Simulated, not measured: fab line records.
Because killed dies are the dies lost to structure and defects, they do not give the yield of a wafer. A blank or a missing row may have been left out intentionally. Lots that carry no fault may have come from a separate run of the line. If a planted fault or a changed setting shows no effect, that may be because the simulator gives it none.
fab line records | flow sky130
record lots=14 | wafers=42 | lastDay=49
route steps=708 shown VIA4@660 PAD_OPEN@708
lots that met no fault: from a run of the same line without faults
startH: hours from the record's first day to the start of the lot's first wafer shown | waitH: time in hours since the lot's previous step | " same as the row above | L1.1+2: several wafers, shown together as one row | - value missing, or start not given | * or withheld: withheld | < > ~ a bound
route shown NAME@n: a module of which the file shows steps, and the number in the route of the first | usual: mean/standard deviation of fault-free wafers | same: alike in all rows | chamber/n: place in a boat | sites: readings site by site | _std_site: how widely they spread, as a standard deviation | _edge_site: mean of outer sites minus mean of inner sites | radiusMm: for every site, how far away it sits from the centre of the wafer | mask NAME#n: copy n | behind: the tool/chamber that last shaped the wafer | hold: why the lot was held/for how many hours/how that ended | device: the n, p or np transistor that did not switch | end of line: the route-end tests of the same wafers | a step with no rows: only its recipe | killed: at the first sort, the dies lost to defects and structure; wafer yield is something else | map: dies across one wafer; x = killed, . = not, _ = none there
set.NAME: the setting that was run; set.NAME@STEP: the one run at that earlier step | model.NAME: the simulator's own value behind a step, which no gauge read
one table for each step of the route and one row for each wafer, over a sample of lots
services: when a tool's chamber went out of use (startH, in hours from the record's first day, below 0 if earlier), for how many hours, and the reason
## steps
# step SKY_VIA4_CMP_21
# recipe stopOn=SiO2 | tOverpolishS=25 | downForcePsi=3.5 | platenRpm=60 | targetThkNm=0 | padVelocityMS=0.94248
# usual motorCurrentA=11.2/1 | overpolishRunS=25.001/0.0087 | tOverpolishS=25/0 | timeToEndpointS=123/3.8
lot.wafer | tool   | chamber | startH  | waitH | motorCurrentA | overpolishRunS | tOverpolishS | timeToEndpointS
L988.4    | cmp-01 | 1       | 994.84  | 0.3   | 10.9          | 24.987         | 25           | 121
L988.3    | "      | 2       | "       | "     | 10.2          | 24.998         | 25           | 120
L988.5    | "      | 2       | "       | "     | 10.7          | 24.998         | 25           | 124
L989.3    | cmp-01 | 2       | 1005.16 | 0.0   | 10.5          | 24.991         | 25           | 121
L989.5    | "      | 2       | "       | "     | 11.1          | 25.007         | 25           | 120
L989.6    | "      | 3       | "       | "     | 12.1          | 24.998         | 25           | 122
L990.4    | cmp-02 | 1       | 1009.42 | 0.1   | 12.7          | 24.995         | 25           | 129
L990.3    | "      | 2       | "       | "     | 12.1          | 25.004         | 25           | 123
L990.6    | "      | 3       | "       | "     | 9.6           | 25.009         | 25           | 127
L993.1    | cmp-01 | 3       | 1034.51 | 0.1   | 12.2          | 25.012         | 25           | 119
L993.4    | "      | 0       | "       | "     | 12.6          | 25.004         | 25           | 127
L993.6    | "      | 3       | "       | "     | 11.9          | 25.009         | 25           | 124
L994.4    | cmp-02 | 2       | 1038.68 | 0.1   | 12.7          | 25.006         | 25           | 123
L994.6    | "      | 0       | "       | "     | 10.4          | 25.000         | 25           | 122
L994.5    | "      | 1       | "       | "     | 11.6          | 24.996         | 25           | 124
L995.4    | cmp-01 | 1       | 1051.09 | 1.4   | 10.5          | 25.005         | 25           | 116
L995.3    | "      | 2       | "       | "     | 11.0          | 24.995         | 25           | 123
L995.6    | "      | 1       | "       | "     | 10.3          | 24.998         | 25           | 120
L996.2    | cmp-02 | 0       | 1075.06 | 0.1   | 10.6          | 24.983         | 25           | 123
L996.4    | "      | 1       | "       | "     | 11.9          | 24.980         | 25           | 127
L996.6    | "      | 0       | "       | "     | 10.5          | 25.000         | 25           | 124
L997.3    | cmp-02 | 1       | 1076.42 | 0.0   | 12.2          | 25.006         | 25           | 125
L997.4    | "      | 3       | "       | "     | 8.6           | 25.001         | 25           | 124
L997.5    | "      | 1       | "       | "     | 11.8          | 25.000         | 25           | 128
L100.4    | cmp-02 | 2       | 1082.28 | 0.1   | 12.2          | 25.018         | 25           | 126
L100.5    | "      | 0       | "       | "     | 10.5          | 24.995         | 25           | 125
L100.6    | "      | 1       | "       | "     | 12.0          | 24.992         | 25           | 127
L101.3    | cmp-01 | 2       | 1087.63 | 0.3   | 10.7          | 25.003         | 25           | 123
L101.2    | "      | 3       | "       | "     | 11.5          | 25.012         | 25           | 121
L101.5    | "      | 2       | "       | "     | 10.2          | 25.009         | 25           | 121
L103.2    | cmp-01 | 0       | 1100.92 | 0.0   | 12.7          | 24.996         | 25           | 122
L103.1    | "      | 1       | "       | "     | 11.7          | 28.558         | 28.556       | 112
L103.4    | "      | 2       | "       | "     | 10.6          | 25.002         | 25           | 117
L106.3    | cmp-01 | 0       | 1115.82 | 0.0   | 11.7          | 24.990         | 25           | 124
L106.4    | "      | 3       | "       | "     | 11.2          | 25.004         | 25           | 120
L106.6    | "      | 1       | "       | "     | 11.7          | 28.557         | 28.556       | 119
L108.2    | cmp-02 | 1       | 1131.28 | 0.1   | 12.3          | 24.992         | 25           | 126
L108.4    | "      | 2       | "       | "     | 12.4          | 24.990         | 25           | 120
L108.1    | "      | 3       | "       | "     | 9.7           | 24.989         | 25           | 123
L109.2    | cmp-02 | 0       | 1132.61 | 0.3   | 10.6          | 24.998         | 25           | 124
L109.4    | "      | 1       | "       | "     | 12.3          | 25.005         | 25           | 128
L109.6    | "      | 3       | "       | "     | 9.0           | 25.004         | 25           | 124
# step SKY_PAD_OPEN_PROBE_99
# usual defectLimitedYield=82.3/1.8 | killed_at_M0_to_M3=44/7.2 | killed_at_M4_up=3.1/1.8 | killedAtContacts=24/4.5 | killedAtFrontEnd=16/4.4 | killedAtOther=0.2/0.42 | killedDies=87/8.9 | killedOpen=48/6.4 | killedShort=39/6.2 | sort_bin_3_pad_short=0.9/0.46 | sort_bin_5_function=10.5/1.6 | sort_bin_6_memory=6.3/1.1 | sortNPass=405/8.9 | sortYieldPct=82.3/1.8
# same grossDies=492 | killedAtBackSide=0 | sort_bin_4_leakage[%]=0 | sort_bin_8_speed[%]=0
lot.wafer | tool      | chamber | startH  | waitH | defectLimitedYield[%] | killed_at_M0_to_M3 | killed_at_M4_up | killedAtContacts | killedAtFrontEnd | killedAtOther | killedDies | killedOpen | killedShort | sort_bin_3_pad_short[%] | sort_bin_5_function[%] | sort_bin_6_memory[%] | sortNPass | sortYieldPct[%]
L988.3    | prober-02 | -       | 1064.22 | 0.2   | 81.7                  | 49                 | 5               | 22               | 14               | 0             | 90         | 48         | 42          | 0.6                     | 10.8                   | 6.9                  | 402       | 81.7
L988.4    | prober-02 | -       | 1064.27 | 0.2   | 79.9                  | 45                 | 6               | 28               | 20               | 0             | 99         | 46         | 53          | 1.0                     | 12.2                   | 6.9                  | 393       | 79.9
L988.5    | prober-02 | -       | 1064.32 | 0.2   | 83.1                  | 42                 | 2               | 24               | 14               | 1             | 83         | 47         | 36          | 0.8                     | 10.6                   | 5.5                  | 409       | 83.1
L989.3    | prober-01 | -       | 1073.08 | 0.2   | 78.9                  | 59                 | 4               | 28               | 13               | 0             | 104        | 66         | 38          | 1.2                     | 12.6                   | 7.3                  | 388       | 78.9
L989.5    | prober-01 | -       | 1073.18 | 0.2   | 82.1                  | 53                 | 2               | 23               | 10               | 0             | 88         | 51         | 37          | 1.0                     | 10.4                   | 6.5                  | 404       | 82.1
L989.6    | prober-01 | -       | 1073.23 | 0.2   | 80.5                  | 61                 | 3               | 19               | 12               | 1             | 96         | 53         | 43          | 1.2                     | 11.6                   | 6.7                  | 396       | 80.5
L990.3    | prober-02 | -       | 1076.17 | 0.2   | 83.5                  | 33                 | 3               | 24               | 19               | 2             | 81         | 44         | 37          | 1.2                     | 10.0                   | 5.3                  | 411       | 83.5
L990.4    | prober-02 | -       | 1076.22 | 0.2   | 82.1                  | 39                 | 1               | 25               | 23               | 0             | 88         | 56         | 32          | 0.2                     | 12.6                   | 5.1                  | 404       | 82.1
L990.6    | prober-02 | -       | 1076.32 | 0.2   | 82.3                  | 40                 | 1               | 22               | 23               | 1             | 87         | 41         | 46          | 0.2                     | 11.2                   | 6.3                  | 405       | 82.3
L994.4    | prober-02 | -       | 1103.00 | 0.2   | 82.1                  | 43                 | 1               | 21               | 23               | 0             | 88         | 45         | 43          | 0.6                     | 11.4                   | 5.9                  | 404       | 82.1
L994.5    | prober-02 | -       | 1103.05 | 0.2   | 82.9                  | 45                 | 2               | 22               | 15               | 0             | 84         | 55         | 29          | 0.6                     | 10.2                   | 6.3                  | 408       | 82.9
L994.6    | prober-02 | -       | 1103.10 | 0.2   | 81.7                  | 38                 | 2               | 33               | 17               | 0             | 90         | 46         | 44          | 0.4                     | 10.8                   | 7.1                  | 402       | 81.7
L996.2    | prober-02 | -       | 1137.79 | 0.1   | 81.1                  | 47                 | 3               | 21               | 22               | 0             | 93         | 51         | 42          | 1.2                     | 11.8                   | 5.9                  | 399       | 81.1
L996.4    | prober-02 | -       | 1137.89 | 0.2   | 82.1                  | 51                 | 2               | 27               | 8                | 0             | 88         | 40         | 48          | 0.6                     | 11.6                   | 5.7                  | 404       | 82.1
L996.6    | prober-02 | -       | 1137.99 | 0.2   | 84.3                  | 36                 | 3               | 32               | 6                | 0             | 77         | 39         | 38          | 1.4                     | 8.3                    | 5.9                  | 415       | 84.3
L997.3    | prober-01 | -       | 1138.37 | 0.2   | 83.1                  | 38                 | 1               | 27               | 17               | 0             | 83         | 48         | 35          | 0.8                     | 10.4                   | 5.7                  | 409       | 83.1
L997.4    | prober-01 | -       | 1138.42 | 0.2   | 81.5                  | 53                 | 4               | 24               | 10               | 0             | 91         | 47         | 44          | 1.0                     | 9.3                    | 8.1                  | 401       | 81.5
L997.5    | prober-01 | -       | 1138.47 | 0.2   | 82.9                  | 32                 | 6               | 30               | 16               | 0             | 84         | 47         | 37          | 1.0                     | 9.8                    | 6.3                  | 408       | 82.9
L100.4    | prober-02 | -       | 1144.23 | 0.2   | 80.7                  | 56                 | 2               | 23               | 14               | 0             | 95         | 49         | 46          | 1.2                     | 10.6                   | 7.5                  | 397       | 80.7
L100.5    | prober-02 | -       | 1144.28 | 0.2   | 79.7                  | 46                 | 5               | 24               | 25               | 0             | 100        | 63         | 37          | 0.2                     | 10.8                   | 9.3                  | 392       | 79.7
L100.6    | prober-02 | -       | 1144.33 | 0.2   | 83.3                  | 42                 | 6               | 21               | 13               | 0             | 82         | 49         | 33          | 1.0                     | 10.8                   | 4.9                  | 410       | 83.3
L103.1    | prober-01 | -       | 1158.70 | 0.1   | 82.3                  | 45                 | 4               | 26               | 12               | 0             | 87         | 52         | 35          | 1.0                     | 12.0                   | 4.7                  | 405       | 82.3
L103.2    | prober-01 | -       | 1158.75 | 0.1   | 82.3                  | 46                 | 1               | 25               | 15               | 0             | 87         | 50         | 37          | 0.4                     | 10.6                   | 6.7                  | 405       | 82.3
L103.4    | prober-01 | -       | 1158.85 | 0.2   | 80.1                  | 47                 | 3               | 28               | 20               | 0             | 98         | 56         | 42          | 0.6                     | 12.8                   | 6.5                  | 394       | 80.1
# killed by level:class
L988.3 CONTACT:geometricParticle:open=9 LI_CONTACT:geometricParticle:open=7 VIA1:geometricParticle:short=7 VIA1:geometricParticle:open=7 VIA3:geometricParticle:open=7 METAL2:geometricParticle:short=6 POLY_GATE:geometricParticle:short=5 METAL1:geometricParticle:short=5
L988.4 CONTACT:geometricParticle:open=10 METAL2:geometricParticle:short=7 VIA3:geometricParticle:open=7 VIA1:geometricParticle:open=6 METAL4:geometricParticle:short=6 VIA2:geometricParticle:open=5 LI_CONTACT:geometricParticle:open=5 CONTACT:geometricParticle:short=5
L988.5 VIA1:geometricParticle:open=12 CONTACT:geometricParticle:open=7 FIELD_ISO:geometricParticle:open=5 FIELD_ISO:geometricParticle:short=5 METAL1:geometricParticle:short=5 LOCAL_INTERCONNECT:geometricParticle:short=5 VIA3:geometricParticle:short=5 METAL2:geometricParticle:short=5
L989.3 VIA1:geometricParticle:open=21 CONTACT:geometricParticle:open=16 LI_CONTACT:geometricParticle:open=7 METAL2:geometricParticle:short=6 VIA2:geometricParticle:open=6 METAL3:geometricParticle:short=6 VIA1:geometricParticle:short=5 FIELD_ISO:geometricParticle:short=4
L989.5 VIA1:geometricParticle:open=14 CONTACT:geometricParticle:open=10 METAL1:geometricParticle:short=8 VIA3:geometricParticle:open=7 VIA1:geometricParticle:short=7 LI_CONTACT:geometricParticle:open=5 VIA2:geometricParticle:short=5 VIA2:geometricParticle:open=5
L989.6 VIA1:geometricParticle:open=12 METAL2:geometricParticle:short=9 METAL1:geometricParticle:short=8 CONTACT:geometricParticle:open=7 VIA2:geometricParticle:open=7 VIA3:geometricParticle:open=7 LI_CONTACT:geometricParticle:open=6 FIELD_ISO:geometricParticle:open=5
L990.3 LI_CONTACT:geometricParticle:open=9 VIA3:geometricParticle:open=8 CONTACT:geometricParticle:open=7 FIELD_ISO:geometricParticle:open=5 FIELD_ISO:geometricParticle:short=4 VIA1:geometricParticle:short=4 VIA1:geometricParticle:open=4 VIA2:geometricParticle:open=4
L990.4 VIA1:geometricParticle:open=14 CONTACT:geometricParticle:open=12 FIELD_ISO:geometricParticle:short=6 POLY_GATE:geometricParticle:open=6 LI_CONTACT:geometricParticle:open=6 VIA3:geometricParticle:open=6 POLY_GATE:geometricParticle:short=4 VIA2:geometricParticle:open=4
L990.6 CONTACT:geometricParticle:open=11 FIELD_ISO:geometricParticle:short=7 METAL1:geometricParticle:short=6 VIA1:geometricParticle:open=6 VIA3:geometricParticle:open=6 VIA1:geometricParticle:short=5 POLY_GATE:geometricParticle:short=4 POLY_GATE:geometricParticle:open=4
L994.4 VIA1:geometricParticle:open=13 METAL1:geometricParticle:short=7 LI_CONTACT:geometricParticle:open=7 POLY_GATE:geometricParticle:short=6 FIELD_ISO:geometricParticle:open=5 FIELD_ISO:geometricParticle:short=5 CONTACT:geometricParticle:open=5 LOCAL_INTERCONNECT:geometricParticle:short=4
L994.5 VIA1:geometricParticle:open=14 VIA2:geometricParticle:open=9 LI_CONTACT:geometricParticle:open=8 CONTACT:geometricParticle:open=6 FIELD_ISO:geometricParticle:open=5 METAL1:geometricParticle:short=5 POLY_GATE:geometricParticle:open=4 CONTACT:geometricParticle:short=4
L994.6 CONTACT:geometricParticle:open=12 VIA1:geometricParticle:open=11 VIA3:geometricParticle:open=9 CONTACT:geometricParticle:short=8 POLY_GATE:geometricParticle:short=7 LOCAL_INTERCONNECT:geometricParticle:short=7 FIELD_ISO:geometricParticle:short=5 VIA3:geometricParticle:short=5
L996.2 VIA1:geometricParticle:open=18 CONTACT:geometricParticle:open=9 POLY_GATE:geometricParticle:open=7 POLY_GATE:geometricParticle:short=5 LOCAL_INTERCONNECT:geometricParticle:short=5 METAL1:geometricParticle:short=5 VIA3:geometricParticle:open=5 FIELD_ISO:geometricParticle:open=4
L996.4 METAL2:geometricParticle:short=10 CONTACT:geometricParticle:open=9 VIA2:geometricParticle:open=8 METAL1:geometricParticle:short=8 LI_CONTACT:geometricParticle:open=6 CONTACT:geometricParticle:short=6 VIA3:geometricParticle:open=6 VIA1:geometricParticle:open=5
L996.6 CONTACT:geometricParticle:open=11 LI_CONTACT:geometricParticle:open=7 VIA1:geometricParticle:open=7 CONTACT:geometricParticle:short=6 METAL1:geometricParticle:short=6 LOCAL_INTERCONNECT:geometricParticle:short=4 VIA1:geometricParticle:short=4 POLY_GATE:geometricParticle:open=3
L997.3 CONTACT:geometricParticle:open=14 VIA1:geometricParticle:open=9 POLY_GATE:geometricParticle:short=6 VIA2:geometricParticle:open=6 LI_CONTACT:geometricParticle:open=5 METAL2:geometricParticle:short=5 VIA3:geometricParticle:open=5 FIELD_ISO:geometricParticle:open=4
L997.4 VIA3:geometricParticle:open=13 CONTACT:geometricParticle:open=10 VIA1:geometricParticle:open=8 VIA2:geometricParticle:short=8 VIA1:geometricParticle:short=7 METAL2:geometricParticle:short=5 POLY_GATE:geometricParticle:short=4 LOCAL_INTERCONNECT:geometricParticle:short=4
L997.5 VIA1:geometricParticle:open=15 CONTACT:geometricParticle:open=10 LOCAL_INTERCONNECT:geometricParticle:short=6 CONTACT:geometricParticle:short=6 LI_CONTACT:geometricParticle:open=5 POLY_GATE:geometricParticle:open=4 POLY_GATE:geometricParticle:short=4 FIELD_ISO:geometricParticle:short=3
L100.4 VIA1:geometricParticle:open=12 VIA2:geometricParticle:open=11 CONTACT:geometricParticle:open=11 METAL1:geometricParticle:short=10 METAL2:geometricParticle:short=6 CONTACT:geometricParticle:short=5 VIA3:geometricParticle:open=5 VIA1:geometricParticle:short=4
L100.5 VIA1:geometricParticle:open=16 CONTACT:geometricParticle:open=9 LI_CONTACT:geometricParticle:open=8 VIA2:geometricParticle:open=7 FIELD_ISO:geometricParticle:short=5 FIELD_ISO:geometricParticle:open=5 POLY_GATE:geometricParticle:short=5 POLY_GATE:geometricParticle:open=5
L100.6 VIA2:geometricParticle:open=9 VIA1:geometricParticle:open=9 LI_CONTACT:geometricParticle:open=8 LI_CONTACT:geometricParticle:short=7 FIELD_ISO:geometricParticle:short=5 VIA3:geometricParticle:open=5 METAL1:geometricParticle:short=5 CONTACT:geometricParticle:open=4
L103.1 VIA1:geometricParticle:open=10 VIA3:geometricParticle:open=9 CONTACT:geometricParticle:open=8 VIA2:geometricParticle:open=7 CONTACT:geometricParticle:short=7 LI_CONTACT:geometricParticle:open=6 METAL2:geometricParticle:short=5 VIA3:geometricParticle:short=5
L103.2 VIA1:geometricParticle:open=12 VIA2:geometricParticle:open=9 LI_CONTACT:geometricParticle:open=9 CONTACT:geometricParticle:open=9 POLY_GATE:geometricParticle:short=7 VIA1:geometricParticle:short=5 LOCAL_INTERCONNECT:geometricParticle:short=4 METAL2:geometricParticle:short=4
L103.4 CONTACT:geometricParticle:open=10 LI_CONTACT:geometricParticle:open=9 VIA1:geometricParticle:open=9 VIA1:geometricParticle:short=8 VIA3:geometricParticle:open=6 METAL2:geometricParticle:short=6 POLY_GATE:geometricParticle:open=5 VIA2:geometricParticle:open=5
## services
tool   | chamber | startH  | hours | kind
cmp-02 | -       | 988.13  | 19.9  | repair
cmp-02 | -       | 1012.49 | 1.8   | repair
cmp-02 | -       | 1013.44 | 1.9   | repair
cmp-01 | -       | 1018.39 | 0.4   | repair
cmp-02 | -       | 1039.80 | 1.0   | repair
cmp-02 | -       | 1046.02 | 7.1   | pm
cmp-02 | -       | 1084.25 | 4.0   | pm
cmp-02 | -       | 1088.25 | -     | consumableReplace:conditioner
cmp-02 | -       | 1088.25 | -     | consumableReplace:pad
cmp-02 | -       | 1090.41 | 2.0   | repair
## key
firstSign step=SKY_VIA4_CMP_21 | reading=tOverpolishS | direction=up | sigmas=99+ | usual=25 | struck=28.556
effect step=SKY_VIA4_CMP_21 | reading=overpolishRunS | direction=up | sigmas=99+ | usual=25.001 | struck=28.558
metAt SKY_VIA4_CMP_21
struckLots L103,L106
struckWafers L103.1,L106.6
onsetBetween 1051.09 1100.92
fault kind=processParameterDrift | tool=cmp-01 | chamber=1 | onsetH=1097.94 | steps=SKY_VIA4_CMP_21 | channel=tOverpolishS | offset=3.556 | shape=step | endH=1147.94 | actsIn=theseRecipesOnly | stated=25
